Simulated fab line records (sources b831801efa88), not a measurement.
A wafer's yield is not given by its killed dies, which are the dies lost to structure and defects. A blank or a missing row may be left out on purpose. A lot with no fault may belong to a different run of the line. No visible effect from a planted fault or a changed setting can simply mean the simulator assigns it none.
fab line records	flow sky130
[record] lots = 12	wafers = 36	last-day = 51
route steps=708 shown POLY_GATE@227 LDD_HVP@285 SPACER@306 POLY_CUT@318 SD_P@328 PAD_OPEN@708
lots that met no fault: from a run of the same line without faults
start-h: hours from the record's first day to the start of the lot's first wafer shown	wait-h: hours elapsed since this lot's preceding step	" unchanged from the row above	L1.1+2: a single row standing in for several wafers	- no value present, or no start provided	* or withheld: withheld	< > ~ a bound
route shown NAME@n: names a module that has steps shown in the file, with the first one's number in the route	usual: the fault-free wafers' mean and standard deviation	same: alike in all rows	chamber/n: place in a boat	sites: per-site readings	_std_site: standard deviation across them	_edge_site: mean of outer sites minus mean of inner sites	radius-mm: how far each site lies from the wafer's centre	mask NAME#n: copy n	behind: the tool/chamber that last shaped the wafer	hold: why the lot was held/for how many hours/how that ended	device: the n, p or np transistor that did not switch	end of line: the same wafers' tests at the end of the route	where a step has no rows: the recipe by itself	killed: at the first sort, the dies lost to defects and structure; wafer yield is something else	map: dies across one wafer; x = killed, . = not, _ = none there
set.NAME: the setting that was run; set.NAME@STEP: the one run at that earlier step	model.NAME: the simulator's own value behind a step, which no gauge read
one table for each step of the route and one row for each wafer, over a sample of lots
services: the hour from which a tool's chamber was out of use, counted from the record's first day as start-h (under 0 if before that day), plus the number of hours and why
[[steps]]
[step SKY_POLY_GATE_CD_MEAS_13]
[recipe] target-cd-nm = 150
[usual] cd-nm = 149.8/1.2
lot.wafer	tool	chamber	start-h	wait-h	cd-nm
L378.2	cd-sem-02	-	392.04	-	150.6
L378.4	"	-	"	"	150.6
L378.5	"	-	"	"	148.9
L379.3	cd-sem-02	-	397.35	-	149.2
L379.5	"	-	"	"	149.2
L379.6	"	-	"	"	149.8
L381.1	cd-sem-01	-	421.01	-	150.3
L381.5	"	-	"	"	151.1
L381.6	"	-	"	"	150.5
L382.4	cd-sem-01	-	427.42	-	149.6
L382.5	"	-	"	"	151.3
L382.6	"	-	"	"	150.3
L383.2	cd-sem-01	-	429.49	-	150.4
L383.5	"	-	"	"	151.2
L383.6	"	-	"	"	150.2
L384.2	cd-sem-02	-	438.38	-	148.9
L384.4	"	-	"	"	150.2
L384.5	"	-	"	"	148.9
L386.2	cd-sem-02	-	460.38	-	148.6
L386.4	"	-	"	"	147.9
L386.6	"	-	"	"	147.2
L393.1	cd-sem-01	-	523.67	-	152.2
L393.2	"	-	"	"	151.2
L393.3	"	-	"	"	150.7
L394.4	cd-sem-02	-	526.72	-	149.6
L394.5	"	-	"	"	150.7
L394.6	"	-	"	"	149.8
L398.3	cd-sem-02	-	554.95	-	150.9
L398.5	"	-	"	"	151.4
L398.6	"	-	"	"	151.4
L399.1	cd-sem-02	-	573.11	-	150.9
L399.4	"	-	"	"	150.5
L399.5	"	-	"	"	150.6
L400.2	cd-sem-02	-	575.23	-	149.8
L400.4	"	-	"	"	150.7
L400.5	"	-	"	"	150.5
[step SKY_LDD_HVP_OVL_MEAS_07]
[usual] LDD_HVP_OVL = 0.4/1.4
lot.wafer	tool	chamber	start-h	wait-h	LDD_HVP_OVL[nm]
L378.2	overlay-02	-	521.27	0.1	1.6
L378.4	"	-	"	"	-0.3
L378.5	"	-	"	"	2.0
L379.3	overlay-02	-	526.38	0.1	-0.9
L379.5	"	-	"	"	-0.2
L379.6	"	-	"	"	-0.7
L381.1	overlay-01	-	550.71	0.1	-0.9
L381.5	"	-	"	"	0.8
L381.6	"	-	"	"	-0.1
L382.4	overlay-01	-	554.98	0.1	-0.6
L382.5	"	-	"	"	0.2
L382.6	"	-	"	"	3.5
L383.2	overlay-01	-	557.82	0.1	-0.1
L383.5	"	-	"	"	-0.6
L383.6	"	-	"	"	0.5
L384.2	overlay-02	-	566.77	0.1	1.4
L384.4	"	-	"	"	3.0
L384.5	"	-	"	"	2.3
L386.2	overlay-02	-	587.97	0.1	0.7
L386.4	"	-	"	"	-0.3
L386.6	"	-	"	"	-0.5
L393.1	overlay-01	-	647.96	0.1	-0.7
L393.2	"	-	"	"	-1.6
L393.3	"	-	"	"	0.3
L394.4	overlay-01	-	650.42	0.1	1.0
L394.5	"	-	"	"	0.4
L394.6	"	-	"	"	0.6
L398.3	overlay-02	-	679.38	0.1	1.3
L398.5	"	-	"	"	-0.4
L398.6	"	-	"	"	0.1
L399.1	overlay-01	-	694.31	0.1	-0.6
L399.4	"	-	"	"	0.3
L399.5	"	-	"	"	-0.3
L400.2	overlay-01	-	697.37	0.1	0.4
L400.4	"	-	"	"	-0.2
L400.5	"	-	"	"	0.5
[step SKY_SPACER_ETCHBACK_02]
[recipe] chemistry = CH3F/O2	target = Si3N4	stop-on = SiO2	source-w = 400	bias-w = 80	pressure-mtorr = 25	ch3f-flow-sccm = 40	O2_flow_sccm = 30	time-s = 46.7	target-depth-a = 450
[usual] drypump-motor-current-A = 5.7/0.5	oes-product-au = 0.854/0.0063	run-length-s = 75.0/0.49	throttle-valve-pct = 10.562/0.0085
lot.wafer	tool	chamber	start-h	wait-h	drypump-motor-current-A	oes-product-au	rf-hours-counter-h	run-length-s	throttle-valve-pct
L378.2	rie-diel-01	2	554.10	0.0	5.5	0.863	35	74.4	10.561
L378.4	"	0	"	"	5.8	0.856	6	74.7	10.563
L378.5	"	3	"	"	5.9	0.856	-	74.9	10.549
L379.3	rie-diel-03	2	558.96	0.0	5.4	0.855	7	75.7	10.552
L379.5	"	0	"	"	6.7	0.852	-	74.9	10.559
L379.6	"	2	"	"	5.5	0.855	-	75.4	10.578
L381.1	rie-diel-02	1	584.50	0.1	5.6	0.859	1	75.5	10.557
L381.5	"	0	"	"	5.3	0.867	-	74.6	10.577
L381.6	"	3	"	"	6.1	0.860	-	75.3	10.580
L382.4	rie-diel-02	0	588.11	0.0	5.2	0.850	18	74.8	10.564
L382.5	"	2	"	"	6.5	0.854	-	75.7	10.544
L382.6	"	3	"	"	6.1	0.854	-	75.9	10.557
L383.2	rie-diel-03	0	590.93	0.0	6.7	0.850	2	74.8	10.561
L383.5	"	2	"	"	5.5	0.851	-	75.5	10.556
L383.6	"	3	"	"	5.3	0.850	-	75.0	10.566
L384.2	rie-diel-02	3	599.17	0.0	6.1	0.852	3	75.5	10.560
L384.4	"	1	"	"	5.6	0.852	1	75.4	10.557
L384.5	"	3	"	"	6.1	0.863	-	75.6	10.558
L386.2	rie-diel-03	3	621.50	0.0	5.3	0.857	1	74.8	10.567
L386.4	"	0	"	"	6.7	0.861	2	74.7	10.560
L386.6	"	1	"	"	5.9	0.865	-	75.2	10.568
L393.1	rie-diel-03	2	679.53	0.1	5.4	0.851	9	75.9	10.563
L393.2	"	0	"	"	6.7	0.849	3	74.8	10.551
L393.3	"	1	"	"	5.8	0.734	8	90.0	10.538
L394.4	rie-diel-03	3	681.78	0.0	5.3	0.847	2	74.4	10.563
L394.5	"	0	"	"	6.7	0.862	-	74.6	10.565
L394.6	"	1	"	"	5.9	0.740	-	89.9	10.542
L398.3	rie-diel-02	0	713.23	0.0	5.3	0.861	20	74.9	10.557
L398.5	"	1	"	"	5.5	0.866	-	75.7	10.558
L398.6	"	2	"	"	6.5	0.859	-	75.9	10.580
L399.1	rie-diel-02	2	727.00	0.1	6.5	0.851	34	75.7	10.567
L399.4	"	0	"	"	5.2	0.849	20	74.5	10.575
L399.5	"	1	"	"	5.5	0.849	-	75.4	10.563
L400.2	rie-diel-01	1	728.35	0.0	4.9	0.845	9	74.7	10.566
L400.4	"	3	"	"	5.9	0.856	18	75.8	10.561
L400.5	"	0	"	"	5.8	0.852	-	74.4	10.570
[step SKY_POLY_CUT_ETCH_11]
[recipe] target = Si3N4	chemistry = CF4/CH2F2/Ar	stop-on = poly-Si	source-w = 600	bias-w = 150	pressure-mtorr = 40	cf4-flow-sccm = 40	ch2f2-flow-sccm = 20	Ar_flow_sccm = 150	time-s = 42.5	target-depth-a = 600
[usual] drypump-motor-current-A = 5.8/0.44	oes-product-au = 0.830/0.006	throttle-valve-pct = 14.994/0.0078
lot.wafer	tool	chamber	start-h	wait-h	drypump-motor-current-A	oes-product-au	rf-hours-counter-h	throttle-valve-pct
L378.2	rie-diel-04	0	585.21	0.0	5.3	0.836	1	14.996
L378.4	"	2	"	"	5.5	0.837	12	14.988
L378.5	"	2	"	"	5.5	0.827	-	14.997
L379.3	rie-diel-04	3	588.89	0.0	6.2	0.834	9	14.996
L379.5	"	0	"	"	5.3	0.842	-	14.988
L379.6	"	3	"	"	6.2	0.839	-	14.989
L381.1	rie-diel-04	3	615.21	0.0	6.2	0.837	10	14.980
L381.5	"	3	"	"	6.1	0.839	-	14.994
L381.6	"	2	"	"	5.5	0.830	-	14.994
L382.4	rie-diel-04	1	618.06	0.0	5.8	0.826	17	14.999
L382.5	"	3	"	"	6.2	0.824	-	14.989
L382.6	"	0	"	"	5.3	0.826	-	14.989
L383.2	rie-diel-02	0	621.54	0.0	5.2	0.814	18	14.985
L383.5	"	2	"	"	6.5	0.819	-	14.988
L383.6	"	3	"	"	6.1	0.817	-	14.987
L384.2	rie-diel-02	2	628.74	0.0	6.5	0.830	32	15.006
L384.4	"	1	"	"	5.5	0.834	2	14.996
L384.5	"	3	"	"	6.1	0.834	-	14.988
L386.2	rie-diel-04	0	651.51	0.0	5.3	0.838	3	14.992
L386.4	"	1	"	"	5.8	0.841	18	14.992
L386.6	"	2	"	"	5.5	0.829	-	14.997
L393.1	rie-diel-04	0	708.51	0.0	5.3	0.830	4	14.985
L393.2	"	2	"	"	5.5	0.824	16	14.988
L393.3	"	1	"	"	5.8	0.803	20	14.983
L394.4	rie-diel-04	1	711.41	0.0	5.8	0.818	20	14.990
L394.5	"	1	"	"	5.8	0.832	-	15.001
L394.6	"	2	"	"	5.5	0.800	-	14.984
L398.3	rie-diel-02	2	741.86	0.0	6.5	0.826	34	14.991
L398.5	"	3	"	"	6.1	0.816	-	14.991
L398.6	"	0	"	"	5.3	0.829	-	15.003
L399.1	rie-diel-04	3	755.54	0.0	6.2	0.834	14	14.999
L399.4	"	1	"	"	5.8	0.827	21	14.994
L399.5	"	0	"	"	5.3	0.833	-	14.990
L400.2	rie-diel-03	0	757.46	0.0	6.7	0.831	5	15.009
L400.4	"	2	"	"	5.4	0.826	10	14.982
L400.5	"	2	"	"	5.5	0.828	-	14.987
[step SKY_SD_P_OVL_MEAS_08]
[usual] SD_P_OVL = 0.8/1.2
lot.wafer	tool	chamber	start-h	wait-h	SD_P_OVL[nm]
L378.2	overlay-02	-	615.44	0.1	0.6
L378.4	"	-	"	"	0.6
L378.5	"	-	"	"	0.2
L379.3	overlay-01	-	619.59	0.1	4.2
L379.5	"	-	"	"	3.6
L379.6	"	-	"	"	3.9
L381.1	overlay-01	-	644.98	0.1	0.9
L381.5	"	-	"	"	-0.4
L381.6	"	-	"	"	0.3
L382.4	overlay-02	-	647.88	0.1	2.3
L382.5	"	-	"	"	0.6
L382.6	"	-	"	"	0.3
L383.2	overlay-01	-	651.48	0.1	0.0
L383.5	"	-	"	"	-0.3
L383.6	"	-	"	"	0.5
L384.2	overlay-01	-	657.89	0.1	1.0
L384.4	"	-	"	"	0.9
L384.5	"	-	"	"	2.1
L386.2	overlay-01	-	681.03	0.1	-1.2
L386.4	"	-	"	"	-0.6
L386.6	"	-	"	"	0.9
L393.1	overlay-01	-	737.36	0.1	1.7
L393.2	"	-	"	"	0.2
L393.3	"	-	"	"	1.1
L394.4	overlay-01	-	740.06	0.1	1.0
L394.5	"	-	"	"	-0.1
L394.6	"	-	"	"	-0.1
L398.3	overlay-02	-	769.77	0.1	1.4
L398.5	"	-	"	"	2.1
L398.6	"	-	"	"	2.3
L399.1	overlay-02	-	783.09	0.1	0.1
L399.4	"	-	"	"	0.7
L399.5	"	-	"	"	-0.1
L400.2	overlay-02	-	784.72	0.1	-0.1
L400.4	"	-	"	"	0.8
L400.5	"	-	"	"	0.7
[step SKY_PAD_OPEN_PROBE_99]
[usual] killed_at_M0_to_M3 = 43/6.8	killed_at_M4_up = 3.3/1.9	killed-at-contacts = 24/5.3	killed-at-front-end = 14/4.3	killed-at-other = 0.3/0.62	killed-dies = 85/9.8	killed-on-rim = 17/3.9	killed-open = 46/8	killed-short = 39/5.9
[same] gross-dies = 492	killed-at-back-side = 0
lot.wafer	tool	chamber	start-h	wait-h	killed_at_M0_to_M3	killed_at_M4_up	killed-at-contacts	killed-at-front-end	killed-at-other	killed-dies	killed-on-rim	killed-open	killed-short
L383.2	prober-02	-	1134.58	0.1	44	7	22	12	0	85	17	36	49
L383.5	prober-02	-	1134.73	0.2	36	0	27	10	2	75	13	43	32
L383.6	prober-02	-	1134.78	0.2	55	3	24	11	0	93	20	62	31
L386.2	prober-01	-	1155.98	0.1	48	1	14	19	0	82	16	50	32
L386.4	prober-01	-	1156.08	0.2	30	2	22	11	0	65	12	30	35
L386.6	prober-01	-	1156.18	0.2	45	5	34	17	0	101	16	56	45
L393.1	prober-02	-	1191.43	0.1	38	4	20	11	0	73	18	34	39
L393.2	prober-02	-	1191.48	0.1	45	1	22	21	0	89	15	47	42
L393.3	prober-02	-	1191.53	0.2	30	3	32	21	0	86	19	44	42
L394.4	prober-01	-	1193.08	0.2	42	0	30	12	0	84	13	42	42
L394.5	prober-01	-	1193.13	0.2	41	2	19	15	0	77	12	50	27
L394.6	prober-01	-	1193.18	0.2	33	4	34	18	0	89	12	50	39
L398.3	prober-01	-	1210.93	0.2	44	2	26	10	1	83	21	46	37
L398.5	prober-01	-	1211.03	0.2	42	6	13	16	1	78	16	40	38
L398.6	prober-01	-	1211.08	0.2	54	3	24	10	0	91	19	51	40
// killed by level:class
L383.2 METAL1:geometric-particle:short=11 VIA1:geometric-particle:open=7 METAL4:geometric-particle:short=6 LI_CONTACT:geometric-particle:open=5 LOCAL_INTERCONNECT:geometric-particle:short=5 CONTACT:geometric-particle:open=5 LI_CONTACT:geometric-particle:short=4 VIA1:geometric-particle:short=4
L383.5 CONTACT:geometric-particle:open=9 LI_CONTACT:geometric-particle:open=8 VIA1:geometric-particle:open=7 METAL2:geometric-particle:short=5 VIA3:geometric-particle:open=5 VIA2:geometric-particle:open=5 FIELD_ISO:geometric-particle:short=4 CONTACT:geometric-particle:short=4
L383.6 VIA3:geometric-particle:open=14 VIA1:geometric-particle:open=11 LI_CONTACT:geometric-particle:open=10 VIA2:geometric-particle:open=10 CONTACT:geometric-particle:open=9 METAL2:geometric-particle:short=6 VIA3:geometric-particle:short=5 POLY_GATE:geometric-particle:open=4
L386.2 VIA1:geometric-particle:open=14 VIA3:geometric-particle:open=10 VIA2:geometric-particle:open=7 FIELD_ISO:geometric-particle:short=6 LOCAL_INTERCONNECT:geometric-particle:short=6 METAL2:geometric-particle:short=6 FIELD_ISO:geometric-particle:open=4 VIA1:geometric-particle:short=4
L386.4 CONTACT:geometric-particle:open=7 VIA1:geometric-particle:open=7 FIELD_ISO:geometric-particle:short=5 VIA2:geometric-particle:short=4 CONTACT:geometric-particle:short=4 LI_CONTACT:geometric-particle:short=4 LOCAL_INTERCONNECT:geometric-particle:short=4 VIA1:geometric-particle:short=4
L386.6 CONTACT:geometric-particle:open=11 VIA1:geometric-particle:open=10 LI_CONTACT:geometric-particle:open=9 METAL2:geometric-particle:short=9 VIA3:geometric-particle:open=8 FIELD_ISO:geometric-particle:short=7 FIELD_ISO:geometric-particle:open=6 VIA1:geometric-particle:short=6
L393.1 CONTACT:geometric-particle:open=7 METAL1:geometric-particle:short=6 VIA1:geometric-particle:open=6 LI_CONTACT:geometric-particle:open=5 VIA2:geometric-particle:open=5 LOCAL_INTERCONNECT:geometric-particle:short=4 VIA1:geometric-particle:short=4 METAL4:geometric-particle:short=4
L393.2 VIA1:geometric-particle:open=9 VIA2:geometric-particle:open=7 LI_CONTACT:geometric-particle:short=6 LI_CONTACT:geometric-particle:open=6 METAL1:geometric-particle:short=6 FIELD_ISO:geometric-particle:open=5 POLY_GATE:geometric-particle:open=5 CONTACT:geometric-particle:open=5
L393.3 LI_CONTACT:geometric-particle:open=13 VIA1:geometric-particle:open=8 CONTACT:geometric-particle:open=7 POLY_GATE:geometric-particle:short=6 LOCAL_INTERCONNECT:geometric-particle:short=5 FIELD_ISO:geometric-particle:short=4 POLY_GATE:geometric-particle:open=4 VIA1:geometric-particle:short=4
L394.4 CONTACT:geometric-particle:open=11 VIA1:geometric-particle:open=11 LOCAL_INTERCONNECT:geometric-particle:short=8 METAL1:geometric-particle:short=6 LI_CONTACT:geometric-particle:open=5 CONTACT:geometric-particle:short=5 VIA1:geometric-particle:short=5 METAL2:geometric-particle:short=5
L394.5 VIA1:geometric-particle:open=12 LI_CONTACT:geometric-particle:open=8 VIA2:geometric-particle:open=7 CONTACT:geometric-particle:open=6 FIELD_ISO:geometric-particle:open=4 FIELD_ISO:geometric-particle:short=4 VIA1:geometric-particle:short=4 VIA3:geometric-particle:short=4
L394.6 LI_CONTACT:geometric-particle:open=11 VIA1:geometric-particle:open=9 CONTACT:geometric-particle:open=8 LOCAL_INTERCONNECT:geometric-particle:short=6 VIA3:geometric-particle:open=6 CONTACT:geometric-particle:short=5 FIELD_ISO:geometric-particle:short=4 POLY_GATE:geometric-particle:open=4
L398.3 VIA1:geometric-particle:open=12 CONTACT:geometric-particle:open=11 VIA2:geometric-particle:open=9 LI_CONTACT:geometric-particle:open=6 CONTACT:geometric-particle:short=5 METAL2:geometric-particle:short=5 VIA3:geometric-particle:short=5 FIELD_ISO:geometric-particle:short=4
L398.5 VIA1:geometric-particle:open=12 VIA1:geometric-particle:short=8 FIELD_ISO:geometric-particle:open=6 VIA3:geometric-particle:open=6 METAL2:geometric-particle:short=5 METAL4:geometric-particle:short=5 FIELD_ISO:geometric-particle:short=4 VIA2:geometric-particle:open=4
L398.6 VIA1:geometric-particle:open=14 VIA2:geometric-particle:open=10 CONTACT:geometric-particle:open=7 LI_CONTACT:geometric-particle:short=7 METAL2:geometric-particle:short=5 VIA3:geometric-particle:open=5 LI_CONTACT:geometric-particle:open=4 METAL1:geometric-particle:short=4
[[services]]
tool	chamber	start-h	hours	kind
rie-diel-04	-	539.77	14.6	pm
rie-diel-02	-	541.57	0.6	repair
rie-diel-03	3	544.26	5.0	repair
rie-diel-03	3	549.30	-	clean
rie-diel-03	3	549.30	18.6	scheduled-down
rie-diel-03	3	549.30	18.6	vent-cycle
rie-diel-04	-	562.54	0.4	repair
rie-diel-02	2	580.07	7.0	repair
rie-diel-02	1	593.01	4.8	repair
rie-diel-02	-	606.96	2.0	repair
rie-diel-02	3	642.91	15.9	repair
rie-diel-01	0	668.64	9.2	repair
rie-diel-02	3	693.34	2.7	repair
rie-diel-01	1	694.34	3.4	repair
rie-diel-02	-	694.73	15.6	pm
rie-diel-03	-	697.89	2.8	pm
rie-diel-03	-	730.20	14.6	pm
rie-diel-04	0	744.00	1.5	repair
[[key]]
[first-sign] step = SKY_SPACER_ETCHBACK_02	reading = run-length-s	direction = up	sigmas = 30	usual = *	struck = *
[effect] step = SKY_SPACER_ETCHBACK_02	reading = oes-product-au	direction = down	sigmas = 18	usual = 0.854	struck = 0.737
[effect] step = SKY_POLY_CUT_ETCH_11	reading = oes-product-au	direction = down	sigmas = 4.7	usual = 0.830	struck = 0.801
met-at SKY_SPACER_ETCHBACK_02
struck-lots L393,L394
struck-wafers L393.3,L394.6
tester-left-out L393,L394
not-acting-at SKY_POLY_GATE_CD_MEAS_13,SKY_LDD_HVP_OVL_MEAS_07,SKY_SD_P_OVL_MEAS_08
onset-between 621.50 679.53
[fault] kind = process-parameter-drift	tool = rie-diel-03	chamber = 1	onset-h = 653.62	steps = SKY_SPACER_ETCHBACK_02	channel = time-s	offset = *	shape = step	end-h = 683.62	acts-in = *	stated = *
// tester-left-out: of these lots the tester's yield and bins aren't shown, on N5 and GAA mostly nor the transistor test; their killed dies are dies lost to structure and defects alone, not to doping, threshold or leakage, so they don't give the yield
